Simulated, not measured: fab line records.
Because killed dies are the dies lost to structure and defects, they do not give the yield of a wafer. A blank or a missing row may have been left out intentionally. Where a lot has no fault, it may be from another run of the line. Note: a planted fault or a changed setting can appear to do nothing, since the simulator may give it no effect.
fab line records | flow sky130
[record] lots = 24 wafers = 72 lastDay = 50
route steps=708 shown DNWELL@44 VT_ADJUST_NCORE@127 VT_ADJUST_PCH@150 SONOS_ONO@185 POLY_GATE@236
lots untouched by any fault: they come from a run of this same line in which no faults occurred
startH: hours from the record's first day to the start of the lot's first wafer shown | waitH: time in hours since the lot's previous step | " identical to the entry in the row above | L1.1+2: several wafers, shown together as one row | - value missing, or start not given | * or withheld: withheld | < > ~ a bound
route shown NAME@n: names a module that has steps shown in the file, with the first one's number in the route | usual: mean/standard deviation of fault-free wafers | same: alike in all rows | chamber/n: place in a boat | sites: each site's reading | _std_site: standard deviation of those values | _edge_site: mean of outer sites minus mean of inner sites | radiusMm: how far each site lies from the wafer's centre | mask NAME#n: copy n | behind: the last tool/chamber to shape the wafer | hold: the reason the lot was held/the length of the hold in hours/how it ended | device: names the non-switching transistor (n, p or np) | end of line: tests of these same wafers at the route's end | a step with no rows: only its recipe | killed: the dies lost at the first sort to structure and to defects; this is not the yield of the wafer | map: shows each die of a wafer: x if killed, . if not, _ if none is there
set.NAME: the setting that was run; set.NAME@STEP: the one run at that earlier step | model.NAME: the simulator's own value behind a step, which no gauge read
the route's steps for a sample of lots (tables are steps, rows are wafers)
services: a tool's chamber out of use, with start hour (startH, from the record's first day; less than 0 if before it), hours out, and reason
[[steps]]
[step SKY_DNWELL_TW_MEAS_09]
[usual] DNWELL_TW = 1122/8
// columns lot.wafer tool chamber startH waitH DNWELL_TW
L074.1 filmMetro-04 - 55.02 0.1 1123
L074.3 " - " " 1124
L074.5 " - " " 1120
L075.2 filmMetro-01 - 60.51 0.1 1126
L075.3 " - " " 1125
L075.6 " - " " 1128
L076.1 filmMetro-01 - 64.00 0.1 1125
L076.2 " - " " 1126
L076.6 " - " " 1131
L077.1 filmMetro-03 - 68.62 0.1 1104
L077.2 " - " " 1106
L077.5 " - " " 1106
L078.1 filmMetro-03 - 76.00 0.1 1109
L078.2 " - " " 1108
L078.3 " - " " 1119
L079.1 filmMetro-03 - 90.57 0.1 1115
L079.2 " - " " 1115
L079.6 " - " " 1107
L081.3 filmMetro-04 - 93.92 0.1 1124
L081.4 " - " " 1124
L081.6 " - " " 1126
L080.3 filmMetro-04 - 94.27 0.1 1126
L080.4 " - " " 1123
L080.5 " - " " 1120
L082.1 filmMetro-01 - 96.11 0.1 1119
L082.2 " - " " 1124
L082.3 " - " " 1121
L083.1 filmMetro-04 - 101.55 0.1 1126
L083.3 " - " " 1122
L083.6 " - " " 1120
L084.2 filmMetro-01 - 109.02 0.1 1125
L084.5 " - " " 1127
L084.6 " - " " 1129
L085.1 filmMetro-03 - 118.91 0.1 1117
L085.5 " - " " 1117
L085.6 " - " " 1113
L087.1 filmMetro-01 - 128.21 0.1 1128
L087.3 " - " " 1123
L087.4 " - " " 1121
L086.2 filmMetro-03 - 128.26 0.1 1097
L086.4 " - " " 1105
L086.5 " - " " 1103
L088.2 filmMetro-04 - 133.51 0.1 1129
L088.3 " - " " 1125
L088.6 " - " " 1122
L089.1 filmMetro-04 - 139.35 0.1 1122
L089.2 " - " " 1129
L089.5 " - " " 1135
L090.2 filmMetro-01 - 142.12 0.1 1120
L090.3 " - " " 1120
L090.4 " - " " 1120
L091.1 filmMetro-01 - 147.15 0.1 1136
L091.2 " - " " 1134
L091.5 " - " " 1141
L093.3 filmMetro-04 - 155.43 0.1 1124
L093.5 " - " " 1135
L093.6 " - " " 1125
L092.1 filmMetro-04 - 157.20 0.1 1126
L092.4 " - " " 1128
L092.5 " - " " 1118
L094.1 filmMetro-03 - 161.67 0.1 1114
L094.3 " - " " 1117
L094.4 " - " " 1115
L095.2 filmMetro-04 - 168.27 0.1 1132
L095.3 " - " " 1128
L095.4 " - " " 1128
L096.3 filmMetro-04 - 171.07 0.1 1121
L096.4 " - " " 1125
L096.5 " - " " 1120
L097.1 filmMetro-04 - 175.84 0.1 1125
L097.2 " - " " 1127
L097.5 " - " " 1125
[step SKY_VT_ADJUST_NCORE_OVL_MEAS_08]
[usual] VT_ADJUST_NCORE_OVL = 0.3/1.4
// columns lot.wafer tool chamber startH waitH VT_ADJUST_NCORE_OVL[nm]
L074.1 overlay-01 - 182.44 0.1 0.4
L074.3 " - " " -1.9
L074.5 " - " " 0.0
L075.2 overlay-01 - 190.80 0.1 2.4
L075.3 " - " " 0.9
L075.6 " - " " 3.0
L076.1 overlay-01 - 195.59 0.1 -2.6
L076.2 " - " " -2.5
L076.6 " - " " -2.1
L077.1 overlay-01 - 199.94 0.1 0.8
L077.2 " - " " -1.7
L077.5 " - " " 1.8
L078.1 overlay-02 - 211.27 0.1 0.1
L078.2 " - " " 2.0
L078.3 " - " " 1.0
L079.1 overlay-01 - 230.44 0.1 -1.6
L079.2 " - " " 0.9
L079.6 " - " " 0.5
L081.3 overlay-02 - 234.70 0.1 0.9
L081.4 " - " " 1.3
L081.6 " - " " 1.2
L080.3 overlay-01 - 235.70 0.1 -1.4
L080.4 " - " " -1.1
L080.5 " - " " -1.2
L082.1 overlay-02 - 238.81 0.1 3.8
L082.2 " - " " 0.1
L082.3 " - " " 1.1
L083.1 overlay-02 - 245.44 0.1 3.0
L083.3 " - " " 1.5
L083.6 " - " " 1.6
L084.2 overlay-02 - 254.00 0.1 -0.4
L084.5 " - " " -1.9
L084.6 " - " " -0.6
L085.1 overlay-01 - 269.02 0.1 1.5
L085.5 " - " " 1.7
L085.6 " - " " 0.7
L087.1 overlay-01 - 279.27 0.1 -0.5
L087.3 " - " " 0.7
L087.4 " - " " 1.2
L086.2 overlay-01 - 280.48 0.1 0.8
L086.4 " - " " 1.7
L086.5 " - " " 0.3
L088.2 overlay-01 - 288.39 0.1 -0.6
L088.3 " - " " 0.7
L088.6 " - " " -1.0
L089.1 overlay-02 - 296.49 0.1 -0.5
L089.2 " - " " -0.2
L089.5 " - " " 0.9
L090.2 overlay-02 - 300.80 0.1 -0.6
L090.3 " - " " -0.4
L090.4 " - " " -0.4
L091.1 overlay-02 - 306.57 0.1 0.4
L091.2 " - " " -1.0
L091.5 " - " " -0.3
L093.3 overlay-02 - 316.08 0.1 1.5
L093.5 " - " " 1.0
L093.6 " - " " 1.5
L092.1 overlay-01 - 318.34 0.1 0.2
L092.4 " - " " 2.2
L092.5 " - " " -0.5
L094.1 overlay-01 - 324.64 0.1 0.2
L094.3 " - " " 0.3
L094.4 " - " " -0.2
L095.2 overlay-01 - 334.70 0.1 -2.5
L095.3 " - " " -0.3
L095.4 " - " " -0.9
L096.3 overlay-01 - 336.65 0.1 0.9
L096.4 " - " " -0.4
L096.5 " - " " -0.1
L097.1 overlay-01 - 343.94 0.1 -0.5
L097.2 " - " " 1.2
L097.5 " - " " 0.2
[step SKY_VT_ADJUST_NCORE_TW_MEAS_11]
[usual] VT_ADJUST_NCORE_TW = 221.5/1.2
// columns lot.wafer tool chamber startH waitH VT_ADJUST_NCORE_TW
L074.1 filmMetro-02 - 182.73 0.1 222.7
L074.3 " - " " 220.5
L074.5 " - " " 220.5
L075.2 filmMetro-04 - 191.09 0.1 222.2
L075.3 " - " " 221.4
L075.6 " - " " 222.0
L076.1 filmMetro-04 - 195.87 0.1 219.6
L076.2 " - " " 220.7
L076.6 " - " " 223.2
L077.1 filmMetro-04 - 200.23 0.1 220.5
L077.2 " - " " 221.3
L077.5 " - " " 222.5
L078.1 filmMetro-02 - 211.56 0.1 221.8
L078.2 " - " " 220.7
L078.3 " - " " 221.9
L079.1 filmMetro-02 - 230.72 0.1 221.3
L079.2 " - " " 222.2
L079.6 " - " " 221.0
L081.3 filmMetro-01 - 234.99 0.1 223.0
L081.4 " - " " 222.7
L081.6 " - " " 222.9
L080.3 filmMetro-01 - 236.00 0.1 223.6
L080.4 " - " " 222.1
L080.5 " - " " 221.8
L082.1 filmMetro-02 - 239.10 0.1 221.4
L082.2 " - " " 221.7
L082.3 " - " " 221.4
L083.1 filmMetro-02 - 245.72 0.1 222.7
L083.3 " - " " 222.1
L083.6 " - " " 222.2
L084.2 filmMetro-01 - 254.29 0.1 222.6
L084.5 " - " " 222.0
L084.6 " - " " 221.4
L085.1 filmMetro-04 - 269.31 0.1 221.1
L085.5 " - " " 220.6
L085.6 " - " " 220.7
L087.1 filmMetro-04 - 279.56 0.1 220.8
L087.3 " - " " 221.8
L087.4 " - " " 220.0
L086.2 filmMetro-02 - 280.77 0.1 220.7
L086.4 " - " " 221.5
L086.5 " - " " 220.1
L088.2 filmMetro-02 - 288.68 0.1 221.0
L088.3 " - " " 220.0
L088.6 " - " " 221.1
L089.1 filmMetro-04 - 296.78 0.1 220.2
L089.2 " - " " 219.2
L089.5 " - " " 218.9
L090.2 filmMetro-02 - 301.09 0.1 220.9
L090.3 " - " " 220.5
L090.4 " - " " 221.8
L091.1 filmMetro-04 - 306.86 0.1 220.0
L091.2 " - " " 220.1
L091.5 " - " " 219.4
L093.3 filmMetro-04 - 316.38 0.1 220.8
L093.5 " - " " 221.0
L093.6 " - " " 220.4
L092.1 filmMetro-01 - 318.63 0.1 224.1
L092.4 " - " " 222.6
L092.5 " - " " 223.3
L094.1 filmMetro-01 - 324.93 0.1 223.6
L094.3 " - " " 223.5
L094.4 " - " " 223.7
L095.2 filmMetro-01 - 334.99 0.1 223.0
L095.3 " - " " 222.1
L095.4 " - " " 223.0
L096.3 filmMetro-04 - 336.94 0.1 221.2
L096.4 " - " " 220.4
L096.5 " - " " 220.4
L097.1 filmMetro-02 - 344.22 0.1 221.7
L097.2 " - " " 221.0
L097.5 " - " " 220.4
[step SKY_VT_ADJUST_PCH_OVL_MEAS_07]
[usual] VT_ADJUST_PCH_OVL = 0.4/1.2
// columns lot.wafer tool chamber startH waitH VT_ADJUST_PCH_OVL[nm]
L074.1 overlay-01 - 226.57 - 1.2
L074.3 " - " " 0.5
L074.5 " - " " 0.6
L075.2 overlay-01 - 234.48 - 2.9
L075.3 " - " " 1.5
L075.6 " - " " 1.8
L076.1 overlay-02 - 239.87 - 1.1
L076.2 " - " " 1.0
L076.6 " - " " 0.0
L077.1 overlay-01 - 245.70 - -0.2
L077.2 " - " " 0.5
L077.5 " - " " -0.8
L078.1 overlay-02 - 257.06 - -1.0
L078.2 " - " " -0.2
L078.3 " - " " -0.9
L079.1 overlay-02 - 277.60 - -0.3
L079.2 " - " " 1.7
L079.6 " - " " 1.7
L081.3 overlay-01 - 282.33 - 1.1
L081.4 " - " " -1.4
L081.6 " - " " 0.6
L080.3 overlay-02 - 284.08 - 1.0
L080.4 " - " " -0.8
L080.5 " - " " -0.1
L082.1 overlay-01 - 287.11 - -2.5
L082.2 " - " " -1.8
L082.3 " - " " -1.5
L083.1 overlay-01 - 295.47 - 2.1
L083.3 " - " " 3.0
L083.6 " - " " 3.7
L084.2 overlay-01 - 303.62 - 0.3
L084.5 " - " " 0.9
L084.6 " - " " 0.6
L085.1 overlay-01 - 320.67 - 0.2
L085.5 " - " " 0.5
L085.6 " - " " 0.4
L087.1 overlay-02 - 329.71 - -0.3
L087.3 " - " " -0.8
L087.4 " - " " 1.6
L086.2 overlay-02 - 332.38 - 0.7
L086.4 " - " " -1.9
L086.5 " - " " -0.2
L088.2 overlay-01 - 340.77 - 2.1
L088.3 " - " " 1.5
L088.6 " - " " 1.9
L089.1 overlay-02 - 349.27 - 1.3
L089.2 " - " " 2.4
L089.5 " - " " -0.1
L090.2 overlay-02 - 353.38 - -0.1
L090.3 " - " " 0.6
L090.4 " - " " 0.0
L091.1 overlay-02 - 359.22 - -0.9
L091.2 " - " " -0.5
L091.5 " - " " 0.0
L093.3 overlay-02 - 369.37 - 2.5
L093.5 " - " " 0.6
L093.6 " - " " 0.9
L092.1 overlay-01 - 372.61 - -0.1
L092.4 " - " " 0.5
L092.5 " - " " 2.5
L094.1 overlay-02 - 378.77 - 0.5
L094.3 " - " " 0.0
L094.4 " - " " 0.2
L095.2 overlay-01 - 390.91 - 0.2
L095.3 " - " " -1.1
L095.4 " - " " 0.6
L096.3 overlay-02 - 392.07 - -0.4
L096.4 " - " " 0.0
L096.5 " - " " -0.6
L097.1 overlay-01 - 400.71 - 0.2
L097.2 " - " " -1.5
L097.5 " - " " -1.3
[step SKY_SONOS_ONO_STRIP_17]
[recipe] chemistry = O2/N2 powerW = 1400 pressureMtorr = 1500 platenTempC = withheld o2FlowSccm = 3000 n2FlowSccm = 300 overashFraction = 0.5
[usual] drypumpMotorCurrentA = 5.5/0.36 oesProductAu = 0.710/0.0043 stripTimeToEndpointS = 14.10/0.042
// columns lot.wafer tool chamber startH waitH drypumpMotorCurrentA oesProductAu rfHoursCounterH stripTimeToEndpointS
L074.1 plasmaAsher-02 0 280.14 0.0 5.8 0.707 62 14.04
L074.3 " 0 " " 5.8 0.705 - 14.10
L074.5 " 1 " " 5.8 0.705 - 14.12
L075.2 plasmaAsher-01 1 288.23 0.0 5.4 0.710 15 14.04
L075.3 " 0 " " 4.9 0.711 - 14.08
L075.6 " 0 " " 4.9 0.710 - 14.10
L076.1 plasmaAsher-02 0 293.41 0.0 5.8 0.709 63 14.13
L076.2 " 1 " " 5.8 0.705 63 14.11
L076.6 " 1 " " 5.8 0.709 - 14.16
L077.1 plasmaAsher-04 0 301.68 0.0 6.0 0.709 58 14.11
L077.2 " 1 " " 5.6 0.700 58 14.18
L077.5 " 0 " " 6.0 0.708 - 14.10
L078.1 plasmaAsher-04 0 315.09 0.0 6.0 0.714 59 14.08
L078.2 " 1 " " 5.5 0.707 59 14.11
L078.3 " 1 " " 5.6 0.709 - 14.12
L079.1 plasmaAsher-01 1 338.48 0.0 5.4 0.709 20 14.10
L079.2 " 0 " " 4.9 0.706 20 14.07
L079.6 " 0 " " 4.9 0.707 - 14.09
L081.3 plasmaAsher-02 0 342.55 0.0 5.8 0.702 - 14.07
L081.4 " 1 " " 5.8 0.714 - 14.08
L081.6 " 1 " " 5.8 0.715 - 14.09
L080.3 plasmaAsher-01 0 342.67 0.0 4.9 0.710 - 14.09
L080.4 " 1 " " 5.5 0.716 - 14.06
L080.5 " 1 " " 5.4 0.707 - 14.06
L082.1 plasmaAsher-02 0 349.19 0.0 5.8 0.701 69 14.05
L082.2 " 1 " " 5.8 0.715 69 14.07
L082.3 " 0 " " 5.8 0.711 - 14.05
L083.1 plasmaAsher-04 1 355.73 0.0 5.5 0.719 61 14.09
L083.3 " 1 " " 5.5 0.707 - 14.07
L083.6 " 0 " " 6.0 0.707 - 14.09
L084.2 plasmaAsher-02 1 365.52 0.0 5.8 0.705 71 14.18
L084.5 " 0 " " 5.8 0.710 - 14.15
L084.6 " 1 " " 5.8 0.715 - 14.16
L085.1 plasmaAsher-01 1 383.59 0.0 5.4 0.721 26 14.15
L085.5 " 1 " " 5.4 0.713 - 14.14
L085.6 " 0 " " 4.9 0.709 - 14.20
L087.1 plasmaAsher-04 0 392.87 0.0 6.0 0.711 64 14.08
L087.3 " 1 " " 5.6 0.712 - 14.08
L087.4 " 0 " " 6.0 0.703 - 14.04
L086.2 plasmaAsher-01 1 398.68 0.0 5.4 0.708 27 14.03
L086.4 " 1 " " 5.4 0.708 - 14.03
L086.5 " 1 " " 5.4 0.709 - 14.05
L088.2 plasmaAsher-01 1 405.76 0.0 5.4 0.713 28 14.10
L088.3 " 0 " " 5.0 0.713 - 14.10
L088.6 " 1 " " 5.4 0.709 - 14.11
L089.1 plasmaAsher-02 0 417.21 0.0 5.8 0.712 76 14.04
L089.2 " 1 " " 5.8 0.706 76 14.07
L089.5 " 1 " " 5.7 0.713 - 14.04
L090.2 plasmaAsher-04 1 421.78 0.0 5.6 0.717 67 14.14
L090.3 " 0 " " 6.0 0.714 - 14.13
L090.4 " 1 " " 5.6 0.709 - 14.11
L091.1 plasmaAsher-04 1 426.64 0.0 5.5 0.709 67 14.09
L091.2 " 0 " " 6.0 0.711 67 14.12
L091.5 " 1 " " 5.5 0.713 - 14.08
L093.3 plasmaAsher-01 1 434.22 0.0 5.4 0.714 - 14.15
L093.5 " 0 " " 5.0 0.713 - 14.12
L093.6 " 1 " " 5.4 0.715 - 14.12
L092.1 plasmaAsher-01 1 437.91 0.0 5.4 0.708 32 14.08
L092.4 " 1 " " 5.4 0.716 - 14.09
L092.5 " 1 " " 5.4 0.712 - 14.11
L094.1 plasmaAsher-01 1 442.97 0.0 5.4 0.699 32 14.12
L094.3 " 1 " " 5.4 0.711 - 14.09
L094.4 " 0 " " 4.9 0.704 - 14.08
L095.2 plasmaAsher-04 1 456.69 0.0 5.5 0.708 71 14.15
L095.3 " 1 " " 5.5 0.706 - 14.16
L095.4 " 0 " " 6.0 0.706 - 14.14
L096.3 plasmaAsher-04 1 458.90 0.0 5.6 0.715 - 14.02
L096.4 " 0 " " 6.0 0.706 - 14.02
L096.5 " 1 " " 5.6 0.704 - 14.00
L097.1 plasmaAsher-01 1 471.28 0.0 5.4 0.708 35 14.18
L097.2 " 0 " " 4.9 0.700 35 14.12
L097.5 " 0 " " 4.9 0.708 - 14.20
[step SKY_POLY_GATE_CD_MEAS_22]
[usual] cdNm = 147.7/2.5
// columns lot.wafer tool chamber startH waitH cdNm
L074.1 cdSem-02 - 375.92 0.1 150.3
L074.3 " - " " 148.8
L074.5 " - " " 148.9
L075.2 cdSem-01 - 383.48 0.1 150.3
L075.3 " - " " 146.6
L075.6 " - " " 147.9
L076.1 cdSem-02 - 395.69 0.1 151.4
L076.2 " - " " 147.3
L076.6 " - " " 150.6
L077.1 cdSem-02 - 395.86 0.1 151.8
L077.2 " - " " 145.4
L077.5 " - " " 146.5
L078.1 cdSem-02 - 415.47 0.1 148.0
L078.2 " - " " 147.1
L078.3 " - " " 151.1
L079.1 cdSem-02 - 439.78 0.1 149.1
L079.2 " - " " 142.6
L079.6 " - " " 144.4
L080.3 cdSem-01 - 445.06 0.1 146.2
L080.4 " - " " 149.1
L080.5 " - " " 143.7
L081.3 cdSem-01 - 445.23 0.3 148.5
L081.4 " - " " 146.7
L081.6 " - " " 144.8
L082.1 cdSem-02 - 453.54 0.1 149.3
L082.2 " - " " 147.9
L082.3 " - " " 145.8
L083.1 cdSem-01 - 460.15 0.1 143.7
L083.3 " - " " 151.9
L083.6 " - " " 149.5
L084.2 cdSem-01 - 468.93 0.1 148.2
L084.5 " - " " 152.8
L084.6 " - " " 146.2
L085.1 cdSem-01 - 482.84 0.1 150.8
L085.5 " - " " 147.2
L085.6 " - " " 152.9
L087.1 cdSem-02 - 494.51 0.1 148.6
L087.3 " - " " 145.4
L087.4 " - " " 147.8
L086.2 cdSem-02 - 503.09 0.1 147.6
L086.4 " - " " 144.1
L086.5 " - " " 145.7
L088.2 cdSem-02 - 510.90 0.1 144.8
L088.3 " - " " 147.7
L088.6 " - " " 146.4
L090.2 cdSem-02 - 522.24 0.1 150.1
L090.3 " - " " 147.4
L090.4 " - " " 147.6
L089.1 cdSem-02 - 523.42 0.1 149.4
L089.2 " - " " 150.5
L089.5 " - " " 149.7
L091.1 cdSem-01 - 528.32 0.1 148.4
L091.2 " - " " 146.2
L091.5 " - " " 148.8
L093.3 cdSem-02 - 539.48 0.1 150.1
L093.5 " - " " 148.6
L093.6 " - " " 147.9
L092.1 cdSem-02 - 540.86 0.1 149.0
L092.4 " - " " 151.7
L092.5 " - " " 150.2
L094.1 cdSem-02 - 547.20 0.1 147.6
L094.3 " - " " 146.9
L094.4 " - " " 143.3
L096.3 cdSem-02 - 560.06 0.1 146.6
L096.4 " - " " 145.3
L096.5 " - " " 147.3
L095.2 cdSem-01 - 560.98 0.1 141.8
L095.3 " - " " 146.2
L095.4 " - " " 148.0
L097.1 cdSem-02 - 571.01 0.1 140.9
L097.2 " - " " 148.7
L097.5 " - " " 148.0
[[services]]
// columns tool chamber startH hours kind
plasmaAsher-04 - 292.17 8.3 repair
plasmaAsher-04 - 340.08 15.6 pm
plasmaAsher-04 - 360.80 8.6 repair
plasmaAsher-02 - 396.24 5.7 repair
plasmaAsher-02 - 421.25 9.0 pm
plasmaAsher-02 0 421.25 9.0 ventCycle
plasmaAsher-02 1 421.25 9.0 ventCycle
plasmaAsher-02 0 430.25 - clean
plasmaAsher-02 1 430.25 - clean
plasmaAsher-02 - 433.46 14.6 pm
[[key]]
fault none
